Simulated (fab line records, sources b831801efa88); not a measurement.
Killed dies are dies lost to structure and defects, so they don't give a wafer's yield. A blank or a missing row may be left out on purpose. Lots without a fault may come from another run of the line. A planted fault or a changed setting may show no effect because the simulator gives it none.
fab line records | flow sky130
record lots=6 wafers=18 last_day=51
route steps=708 shown LOCAL_INTERCONNECT@390 PAD_OPEN@708
lots that met no fault: from a run of the same line without faults
start_h: hours from the record's first day to the start of the lot's first wafer shown | wait_h: hours since the lot's step before | " the same as in the row above | L1.1+2: a row that stands for several wafers | - no value, or no start given | * or withheld: withheld | < > ~ a bound
route shown NAME@n: a module of which the file shows steps, and the number in the route of the first | usual: mean/standard deviation of fault-free wafers | same: alike in all rows | chamber/n: place in a boat | sites: the reading at each site | _std_site: their standard deviation | _edge_site: outer sites' mean less inner sites' | radius_mm: how far each site lies from the wafer's centre | mask NAME#n: copy n | behind: the tool/chamber that last shaped the wafer | hold: why the lot was held/for how many hours/how that ended | device: the transistor (n, p or np) that didn't switch | end of line: the same wafers' tests at the end of the route | a step without rows: its recipe alone | killed: dies lost to structure and defects at the first sort, not the wafer's yield | map: a wafer's dies, x killed, . not, _ none there
set.NAME: the setting as run; set.NAME@STEP: as run at that earlier step | model.NAME: the simulator's own value behind a step, which no gauge read
lots at some steps of the route; a table a step, a row a wafer
services: from which hour (start_h, from the record's first day; less than 0 if before it) a tool's chamber was out of use, for how many hours, and why
## steps
# step SKY_LOCAL_INTERCONNECT_DEHYDRATE_03
# recipe temp_c=200 time_s=60
# step SKY_LOCAL_INTERCONNECT_HMDS_04
# recipe prime_time_s=60 prime_temp_c=120
# step SKY_LOCAL_INTERCONNECT_COAT_05
# recipe resist=BARC temp_c=withheld time_s=withheld spin_rpm=3000 resist_thk_nm=60
# step SKY_LOCAL_INTERCONNECT_COAT_06
# recipe resist=KrF-thick spin_rpm=3000 resist_thk_nm=450
# step SKY_LOCAL_INTERCONNECT_SOFTBAKE_07
# recipe temp_c=100 time_s=90 resist=KrF-thick
# step SKY_LOCAL_INTERCONNECT_EXPOSE_08
# recipe mask_id=LI1M na=0.8 source_shape=annular sigma_inner=0.55 sigma_outer=0.85 target_cd_nm=170 dose_mj=28
# step SKY_LOCAL_INTERCONNECT_PEB_09
# recipe peb_temp_c=withheld peb_time_s=withheld resist=KrF-thick
# step SKY_LOCAL_INTERCONNECT_DEVELOP_10
# recipe develop_time_s=60 resist=KrF-thick dev_temp_c=21
# step SKY_LOCAL_INTERCONNECT_CD_MEAS_11
# recipe target_cd_nm=170
# usual cd_nm=170.1/1.7
# columns lot.wafer tool chamber start_h wait_h cd_nm
L949.3 cd_sem-02 - 704.33 - 170.2
L949.4 " - " " 170.2
L949.6 " - " " 171.3
L951.3 cd_sem-02 - 722.68 - 169.7
L951.4 " - " " 173.0
L951.5 " - " " 171.6
L952.3 cd_sem-01 - 733.38 - 172.2
L952.4 " - " " 172.6
L952.6 " - " " 171.9
L954.3 cd_sem-01 - 747.08 - 168.9
L954.4 " - " " 166.7
L954.5 " - " " 166.1
L966.1 cd_sem-02 - 857.97 - 170.6
L966.2 " - " " 171.2
L966.4 " - " " 171.1
L971.3 cd_sem-01 - 918.31 - 167.4
L971.5 " - " " 168.8
L971.6 " - " " 169.2
# step SKY_LOCAL_INTERCONNECT_OVL_MEAS_12
# usual LOCAL_INTERCONNECT_OVL=-3/4.6
# columns lot.wafer tool chamber start_h wait_h LOCAL_INTERCONNECT_OVL[nm]
L949.3 overlay-02 - 704.42 0.1 -7
L949.4 " - " " 1
L949.6 " - " " -1
L951.3 overlay-02 - 722.77 0.1 -3
L951.4 " - " " -4
L951.5 " - " " -6
L952.3 overlay-02 - 733.47 0.1 3
L952.4 " - " " 2
L952.6 " - " " 3
L954.3 overlay-01 - 747.17 0.1 5
L954.4 " - " " 2
L954.5 " - " " 6
L966.1 overlay-01 - 858.09 0.1 2
L966.2 " - " " 1
L966.4 " - " " 3
L971.3 overlay-02 - 918.40 0.1 -5
L971.5 " - " " -2
L971.6 " - " " -9
# step SKY_LOCAL_INTERCONNECT_ETCH_13
# recipe chemistry=N2/H2 target=BARC ion_energy_ev=200 bias_w=100 pressure_mtorr=30 n2_flow_sccm=100 h2_flow_sccm=200 icp_w=500 stop_on=SiO2 time_s=45.9 target_depth_a=600
# usual drypump_motor_current_A=5.5/0.51 oes_product_au=0.854/0.0048 throttle_valve_pct=13.224/0.0087
# columns lot.wafer tool chamber start_h wait_h drypump_motor_current_A oes_product_au rf_hours_counter_h throttle_valve_pct
L949.3 rie_metal-03 0 704.47 0.0 5.1 0.853 - 13.223
L949.4 " 1 " " 5.5 0.850 - 13.221
L949.6 " 1 " " 5.5 0.854 - 13.227
L951.3 rie_metal-02 1 722.82 0.0 4.9 0.851 - 13.219
L951.4 " 0 " " 6.2 0.857 - 13.219
L951.5 " 0 " " 6.2 0.856 - 13.220
L952.3 rie_metal-02 0 733.52 0.0 6.2 0.859 - 13.232
L952.4 " 1 " " 4.8 0.849 - 13.233
L952.6 " 1 " " 4.9 0.853 - 13.226
L954.3 rie_metal-03 1 747.22 0.0 5.5 0.850 - 13.234
L954.4 " 0 " " 5.1 0.851 - 13.232
L954.5 " 1 " " 5.5 0.847 - 13.219
L966.1 rie_metal-02 0 858.12 0.0 6.2 0.854 18 13.219
L966.2 " 1 " " 4.9 0.849 16 13.218
L966.4 " 0 " " 6.2 0.851 - 13.227
L971.3 rie_metal-02 1 918.46 0.1 4.9 0.859 - 13.245
L971.5 " 1 " " 4.9 0.849 - 13.229
L971.6 " 1 " " 4.9 0.855 - 13.211
# step SKY_LOCAL_INTERCONNECT_METAL_ETCH_14
# recipe target_depth_nm=110 stop_on=PSG chemistry=Cl2/BCl3 target=TiN resist_sidewall_deg=88 pressure_mtorr=10 icp_w=900 bias_w=48.5 Cl2_flow_sccm=60 bcl3_flow_sccm=30 time_s=31.4
# usual drypump_motor_current_A=5.5/0.51 mfc_cl2_sccm=59.95/0.16 oes_product_au=0.941/0.0069 throttle_valve_pct=21.902/0.01
# columns lot.wafer tool chamber start_h wait_h drypump_motor_current_A mfc_cl2_sccm oes_product_au rf_hours_counter_h throttle_valve_pct
L949.3 rie_metal-03 0 704.53 0.0 5.1 59.74 0.938 - 21.912
L949.4 " 1 " " 5.5 59.74 0.941 - 21.905
L949.6 " 1 " " 5.5 60.10 0.941 - 21.917
L951.3 rie_metal-02 1 722.88 0.0 4.8 60.01 0.936 - 21.904
L951.4 " 0 " " 6.2 59.94 0.932 - 21.895
L951.5 " 0 " " 6.2 60.17 0.936 - 21.914
L952.3 rie_metal-02 0 733.58 0.0 6.2 59.85 0.932 - 21.896
L952.4 " 1 " " 4.8 60.19 0.942 - 21.907
L952.6 " 1 " " 4.8 60.05 0.933 - 21.922
L954.3 rie_metal-03 1 747.28 0.0 5.5 59.93 0.933 - 21.907
L954.4 " 0 " " 5.1 60.07 0.938 - 21.916
L954.5 " 1 " " 5.5 59.98 0.944 - 21.885
L966.1 rie_metal-02 0 858.19 0.0 6.2 60.12 0.932 18 21.908
L966.2 " 1 " " 4.8 59.83 0.930 16 21.903
L966.4 " 0 " " 6.2 60.05 0.935 - 21.887
L971.3 rie_metal-02 1 918.58 0.1 4.9 60.04 0.937 - 21.894
L971.5 " 1 " " 4.9 59.60 0.936 - 21.893
L971.6 " 1 " " 4.9 59.86 0.940 - 21.904
# step SKY_LOCAL_INTERCONNECT_STRIP_15
# recipe chemistry=O2/N2 power_w=1400 pressure_mtorr=1500 platen_temp_c=withheld o2_flow_sccm=3000 n2_flow_sccm=300 overash_fraction=0.5
# usual chamber_pressure_mTorr=1500.1/1.2 drypump_motor_current_A=5.8/0.46 oes_product_au=0.427/0.0048 strip_time_to_endpoint_s=4.718/0.021
# columns lot.wafer tool chamber start_h wait_h chamber_pressure_mTorr drypump_motor_current_A oes_product_au rf_hours_counter_h strip_time_to_endpoint_s
L949.3 plasma_asher-04 1 704.60 0.1 1499.0 5.3 0.432 - 4.727
L949.4 " 0 " " 1501.1 5.3 0.421 - 4.701
L949.6 " 0 " " 1500.5 5.4 0.431 - 4.704
L951.3 plasma_asher-01 1 722.95 0.1 1500.8 5.7 0.437 - 4.748
L951.4 " 0 " " 1501.0 6.7 0.419 - 4.728
L951.5 " 0 " " 1500.0 6.7 0.419 - 4.712
L952.3 plasma_asher-01 0 733.65 0.1 1200.8 6.7 0.435 - 5.026
L952.4 " 1 " " 1500.8 5.6 0.427 - 4.700
L952.6 " 0 " " 1199.8 6.7 0.422 - 5.069
L954.3 plasma_asher-01 1 747.35 0.1 1501.5 5.7 0.425 - 4.695
L954.4 " 0 " " 1198.7 6.7 0.426 - 5.017
L954.5 " 0 " " 1202.4 6.6 0.420 - 5.038
L966.1 plasma_asher-02 1 858.24 0.0 1499.5 5.9 0.426 72 4.675
L966.2 " 0 " " 1499.0 5.8 0.428 72 4.714
L966.4 " 0 " " 1501.5 5.8 0.411 - 4.694
L971.3 plasma_asher-02 0 918.68 0.1 1502.7 5.8 0.428 - 4.724
L971.5 " 0 " " 1501.0 5.8 0.429 - 4.743
L971.6 " 1 " " 1500.0 6.0 0.428 - 4.736
# step SKY_LOCAL_INTERCONNECT_STRIP_16
# recipe chemistry=post_etch_residue_remover time_s=1200 temp_c=72.5
# step SKY_PAD_OPEN_PROBE_99
# usual killed_at_M0_to_M3=44/7.2 killed_at_M4_up=3.1/1.7 killed_at_contacts=24/5.2 killed_at_front_end=15/4.1 killed_at_other=0.3/0.61 killed_dies=87/10 killed_open=48/7.5 killed_short=39/6.6
# same gross_dies=492 killed_at_back_side=0
# columns lot.wafer tool chamber start_h wait_h killed_at_M0_to_M3 killed_at_M4_up killed_at_contacts killed_at_front_end killed_at_other killed_dies killed_open killed_short
L949.3 prober-01 - 1073.64 0.2 50 4 29 16 0 99 55 44
L949.4 prober-01 - 1073.69 0.2 47 6 29 16 1 99 52 47
L949.6 prober-01 - 1073.79 0.2 55 6 27 19 1 108 64 44
L951.3 prober-02 - 1089.09 0.2 50 5 19 12 0 86 50 36
L951.4 prober-02 - 1089.14 0.2 41 2 14 9 1 67 34 33
L951.5 prober-02 - 1089.19 0.2 49 4 26 13 0 92 51 41
L952.3 prober-01 - 1096.47 0.2 43 1 23 14 0 81 42 38
L952.4 prober-01 - 1096.52 0.2 46 2 14 9 0 71 32 39
L952.6 prober-01 - 1096.62 0.2 39 4 27 9 0 79 45 34
L954.3 prober-01 - 1105.13 0.2 42 3 22 26 0 93 62 31
L954.4 prober-01 - 1105.18 0.2 41 5 25 16 0 87 44 43
L954.5 prober-01 - 1105.23 0.2 43 2 27 19 0 91 51 40
L966.1 prober-01 - 1182.70 0.1 34 1 27 17 1 80 45 35
L966.2 prober-01 - 1182.75 0.1 35 2 31 20 0 88 47 39
L966.4 prober-01 - 1182.85 0.2 33 2 16 16 0 67 36 31
# killed by level:class
L949.3 VIA1:geometric_particle:open=16 LI_CONTACT:geometric_particle:open=8 LI_CONTACT:geometric_particle:short=7 METAL1:geometric_particle:short=7 CONTACT:geometric_particle:open=6 VIA2:geometric_particle:open=6 VIA3:geometric_particle:open=6 POLY_GATE:geometric_particle:short=5
L949.4 CONTACT:geometric_particle:open=13 VIA1:geometric_particle:open=8 VIA3:geometric_particle:open=7 METAL1:geometric_particle:short=7 VIA1:geometric_particle:short=7 CONTACT:geometric_particle:short=6 VIA2:geometric_particle:open=6 POLY_GATE:geometric_particle:short=5
L949.6 VIA1:geometric_particle:open=19 CONTACT:geometric_particle:open=11 LI_CONTACT:geometric_particle:open=8 METAL1:geometric_particle:short=7 POLY_GATE:geometric_particle:open=6 VIA2:geometric_particle:open=6 VIA3:geometric_particle:open=6 METAL4:geometric_particle:short=5
L951.3 METAL2:geometric_particle:short=13 VIA2:geometric_particle:open=11 VIA1:geometric_particle:open=8 CONTACT:geometric_particle:open=7 LI_CONTACT:geometric_particle:open=5 FIELD_ISO:geometric_particle:open=4 METAL1:geometric_particle:short=4 POLY_GATE:geometric_particle:open=3
L951.4 VIA1:geometric_particle:open=8 VIA2:geometric_particle:short=7 VIA2:geometric_particle:open=5 LI_CONTACT:geometric_particle:open=5 METAL1:geometric_particle:short=5 CONTACT:geometric_particle:open=4 METAL3:geometric_particle:short=4 FIELD_ISO:geometric_particle:short=3
L951.5 VIA2:geometric_particle:open=14 CONTACT:geometric_particle:open=10 VIA1:geometric_particle:open=8 LI_CONTACT:geometric_particle:open=6 METAL1:geometric_particle:short=6 METAL2:geometric_particle:short=6 FIELD_ISO:geometric_particle:short=5 CONTACT:geometric_particle:short=5
L952.3 CONTACT:geometric_particle:open=10 METAL2:geometric_particle:short=9 VIA3:geometric_particle:open=9 LI_CONTACT:geometric_particle:open=6 METAL1:geometric_particle:short=6 VIA1:geometric_particle:short=5 VIA1:geometric_particle:open=5 LOCAL_INTERCONNECT:geometric_particle:short=4
L952.4 VIA1:geometric_particle:open=9 METAL1:geometric_particle:short=7 LOCAL_INTERCONNECT:geometric_particle:short=5 VIA2:geometric_particle:open=5 CONTACT:geometric_particle:open=5 VIA1:geometric_particle:short=4 METAL2:geometric_particle:short=4 VIA2:geometric_particle:short=4
L952.6 VIA3:geometric_particle:open=10 VIA1:geometric_particle:open=9 LI_CONTACT:geometric_particle:open=7 CONTACT:geometric_particle:open=7 CONTACT:geometric_particle:short=7 METAL1:geometric_particle:short=5 VIA3:geometric_particle:short=4 POLY_GATE:geometric_particle:open=3
L954.3 CONTACT:geometric_particle:open=10 VIA1:geometric_particle:open=10 VIA2:geometric_particle:open=9 POLY_GATE:geometric_particle:open=8 LI_CONTACT:geometric_particle:open=7 SPACER:geometric_particle:open=5 METAL1:geometric_particle:short=5 METAL2:geometric_particle:short=5
L954.4 VIA1:geometric_particle:open=13 CONTACT:geometric_particle:short=9 FIELD_ISO:geometric_particle:open=6 CONTACT:geometric_particle:open=5 VIA1:geometric_particle:short=4 METAL2:geometric_particle:short=4 VIA2:geometric_particle:open=4 VIA3:geometric_particle:open=4
L954.5 VIA1:geometric_particle:open=12 CONTACT:geometric_particle:short=9 CONTACT:geometric_particle:open=9 VIA3:geometric_particle:open=8 FIELD_ISO:geometric_particle:open=6 METAL1:geometric_particle:short=6 METAL2:geometric_particle:short=5 POLY_GATE:geometric_particle:open=4
L966.1 LI_CONTACT:geometric_particle:open=8 VIA1:geometric_particle:open=8 CONTACT:geometric_particle:open=7 POLY_GATE:geometric_particle:open=6 LI_CONTACT:geometric_particle:short=6 FIELD_ISO:geometric_particle:open=5 METAL1:geometric_particle:short=5 METAL2:geometric_particle:short=4
L966.2 CONTACT:geometric_particle:open=16 METAL2:geometric_particle:short=9 VIA1:geometric_particle:open=8 POLY_GATE:geometric_particle:short=7 VIA3:geometric_particle:open=5 FIELD_ISO:geometric_particle:short=4 LI_CONTACT:geometric_particle:open=4 CONTACT:geometric_particle:short=4
L966.4 VIA3:geometric_particle:open=9 CONTACT:geometric_particle:open=8 FIELD_ISO:geometric_particle:short=7 METAL2:geometric_particle:short=5 FIELD_ISO:geometric_particle:open=4 POLY_GATE:geometric_particle:short=4 VIA3:geometric_particle:short=4 LI_CONTACT:geometric_particle:open=4
## services
# columns tool chamber start_h hours kind
rie_metal-03 0 716.14 - clean
rie_metal-03 0 716.14 14.0 scheduled_down
rie_metal-03 0 716.14 14.0 vent_cycle
plasma_asher-04 - 731.44 1.1 repair
plasma_asher-01 - 733.75 9.0 pm
plasma_asher-01 0 733.75 9.0 vent_cycle
plasma_asher-01 1 733.75 9.0 vent_cycle
plasma_asher-02 - 734.81 6.5 pm
plasma_asher-01 0 742.75 - clean
plasma_asher-01 1 742.75 - clean
plasma_asher-04 - 779.03 14.6 pm
plasma_asher-02 - 784.65 7.7 repair
plasma_asher-02 - 798.64 3.3 repair
rie_metal-03 0 807.07 1.1 repair
rie_metal-03 - 814.65 14.6 pm
rie_metal-03 1 865.23 - clean
rie_metal-03 1 865.23 14.4 scheduled_down
rie_metal-03 1 865.23 14.4 vent_cycle
rie_metal-02 0 901.22 - clean
rie_metal-02 0 901.22 19.3 scheduled_down
rie_metal-02 0 901.22 19.3 vent_cycle
## key
first_sign step=SKY_LOCAL_INTERCONNECT_STRIP_15 reading=chamber_pressure_mTorr direction=down sigmas=99+ usual=1500.1 struck=1200.4
effect step=SKY_LOCAL_INTERCONNECT_STRIP_15 reading=strip_time_to_endpoint_s direction=up sigmas=15 usual=* struck=*
met_at SKY_LOCAL_INTERCONNECT_STRIP_15
struck_wafers L952.3,L952.6,L954.4,L954.5
tester_left_out L952,L954
onset_between 722.95 733.65
fault kind=process_parameter_drift tool=plasma_asher-01 chamber=0 onset_h=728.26 steps=SKY_LOCAL_INTERCONNECT_STRIP_15 channel=pressure_mtorr offset=-300 shape=step end_h=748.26 acts_in=these_recipes_only stated=1500
# tester_left_out: of these lots the tester's yield and bins aren't shown, on N5 and GAA mostly nor the transistor test; their killed dies are dies lost to structure and defects alone, not to doping, threshold or leakage, so they don't give the yield
